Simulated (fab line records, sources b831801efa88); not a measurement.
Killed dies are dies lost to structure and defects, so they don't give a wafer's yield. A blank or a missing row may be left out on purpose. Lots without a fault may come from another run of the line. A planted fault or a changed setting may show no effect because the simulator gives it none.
A struck lot beside a sound one | flow gf180mcu | 15 steps out of a route of 602
Sound: wafers L631.4, L631.5, L631.6. Struck: wafers L636.2, L636.5. The cause comes at the end.
At each step with rows: each side's tool, then ch and its chambers, then its first start. Under that, the readings that differ: sound wafers | struck wafers | difference of the means | sigmas: that difference in standard deviations of wafers without a fault.
alike: readings whose means differ by less than 2 such deviations, and words and numbers that are the same on both sides. not compared: withheld readings, readings that some wafer has no value for, bounds like >300 that may hide the same value, and numbers for which the record gives no deviation and whose values overlap.
The two part at a step that has a row with sigmas, a row that says differs or no value, or rows on one side only. Numbers that don't overlap but have no deviation are shown without sigmas and don't part them. A reading that every wafer of one side lacks parts them only if that side has two wafers or more.

GF_M3_SPUTTER_04: material TiN, target thk 50 nm, time 41.7 s.
  sound on pvd_sputter-03, day 21 02:18; struck on pvd_sputter-03, day 22 21:07
  alike: throttle_valve_pct
GF_M3_RS_MEAS_05: measures by four-point-probe.
  sound on film_metro-01, day 21 02:24; struck on film_metro-03, day 22 21:10
  alike: M3_ALCU_RS
GF_M3_THK_MEAS_06: measures by xrf.
  sound on film_metro-01, day 21 02:29; struck on film_metro-03, day 22 21:17
  alike: M3_ALCU_THK
then, 7 steps without rows for these wafers: GF_M3_DEHYDRATE_07 (time 60 s); GF_M3_HMDS_08 (prime time 60 s); GF_M3_COAT_09 (resist thk 1000 nm); GF_M3_SOFTBAKE_10 (time 60 s); GF_M3_EXPOSE_11 (exposes mask Metal3, target cd 280 nm); GF_M3_PEB_12 (peb time 90 s); GF_M3_DEVELOP_13 (develop time 60 s).
GF_M3_CD_MEAS_14: target cd 280 nm.
  sound on cd_sem-02, day 22 02:16; struck on cd_sem-01, day 23 20:05
  alike: cd_nm
GF_M3_OVL_MEAS_15:
  sound on overlay-01, day 22 02:21; struck on overlay-02, day 23 20:11
  alike: M3_OVL
GF_M3_METAL_ETCH_16: etches the open film in Cl2/BCl3, stops on SiO2, target depth 750.8 nm, time 125.1 s.
  sound on rie_metal-03 ch 0,1, day 22 02:25; struck on rie_metal-04 ch 0,1, day 23 20:13
  reading                             | sound                | struck        | difference | sigmas
  oes_product_au (a.u.)               | 0.999 0.998 0.998    | 0.976 0.961   | -0.030     | -5
  run_length_s (s)                    | 152.7 153.2 153.3    | 159.3 159.5   | +6.3       | +20
  throttle_valve_pct (%)              | 28.224 28.216 28.238 | 28.256 28.259 | +0.032     | +3
  model.KrF_of_M3_COAT_09.thk_nm (nm) | 682.6 685.2 681.8    | 669.3 667.5   | -14.8      |
  alike: drypump_motor_current_A, he_backside_leak_sccm
  not compared: rf_hours_counter_h
GF_M3_STRIP_17: strips in O2/N2.
  sound on plasma_asher-01 ch 0,1, day 22 02:32; struck on plasma_asher-01 ch 0,1, day 23 20:21
  reading                      | sound          | struck    | difference | sigmas
  strip_time_to_endpoint_s (s) | 7.39 7.39 7.37 | 7.24 7.21 | -0.16      | -5
  alike: drypump_motor_current_A, heater_power_w, oes_product_au
  not compared: rf_hours_counter_h
then, 1 step without rows for these wafers: GF_M3_STRIP_18 (strips in post etch residue remover, time 1200 s).

WHERE THEY PART
First at GF_M3_METAL_ETCH_16; last, within this record, at GF_M3_STRIP_17.

WHY: what the simulator had put in
Process parameter drift: rie_metal-04, from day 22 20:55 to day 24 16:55, at GF_M3_METAL_ETCH_16. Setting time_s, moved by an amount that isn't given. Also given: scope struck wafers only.
